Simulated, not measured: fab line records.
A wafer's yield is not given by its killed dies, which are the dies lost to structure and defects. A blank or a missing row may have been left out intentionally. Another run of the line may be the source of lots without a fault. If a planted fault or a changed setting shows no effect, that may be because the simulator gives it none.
Matching of chambers    flow gf180mcu    pecvd-01 running GF_CONTACT_CVD_02: 3 sister chambers
The step deposits SiO2 from TEOS, target thk 860 nm, time 95.992 s. 6 wafers are shown with their chamber, then 8 later ones without.

== WAFERS WITH THEIR CHAMBER ==
wafer   chamber  heater power w (W)
L951.4  2        937
L953.4  1        813
L954.2  2        749
L954.3  0        548
L954.5  1        787
L955.3  0        512

== WAFERS MISSING THEIR CHAMBER ==
wafer   heater power w (W)
L955.4  564
L955.6  832
L956.2  790
L956.4  744
L956.6  825
L962.1  689
L962.2  916
L962.4  468

== THE CHAMBER EACH PASSED THROUGH ==
wafer   from the rows above           in truth
L955.4  0                             0
L955.6  can't be placed: 2 or 1       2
L956.2  can't be placed: 1 or 2       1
L956.4  can't be placed: 1 or 2       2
L956.6  can't be placed: 2 or 1       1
L962.1  can't be placed: 1 or 2 or 0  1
L962.2  can't be placed: 2 or 1       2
L962.4  0                             0
2 of 8 placed correctly. These rows do not allow placing 6 (true chamber among the candidates in 6). Wrongly placed: 0.
How it was worked out, from the rows above alone: a wafer's distance from a chamber is the root of the sum, over the readings, of the square of ((its reading less the chamber's mean) divided by the reading's scatter). The wafer belongs to the nearest chamber; if the next one is less than 2 further off, it can't be placed. Each chamber's mean is taken over the wafers shown for it. The scatter: the root of (the sum of the squares of (reading less its chamber's mean) over the shown wafers, divided by (wafers less chambers)).
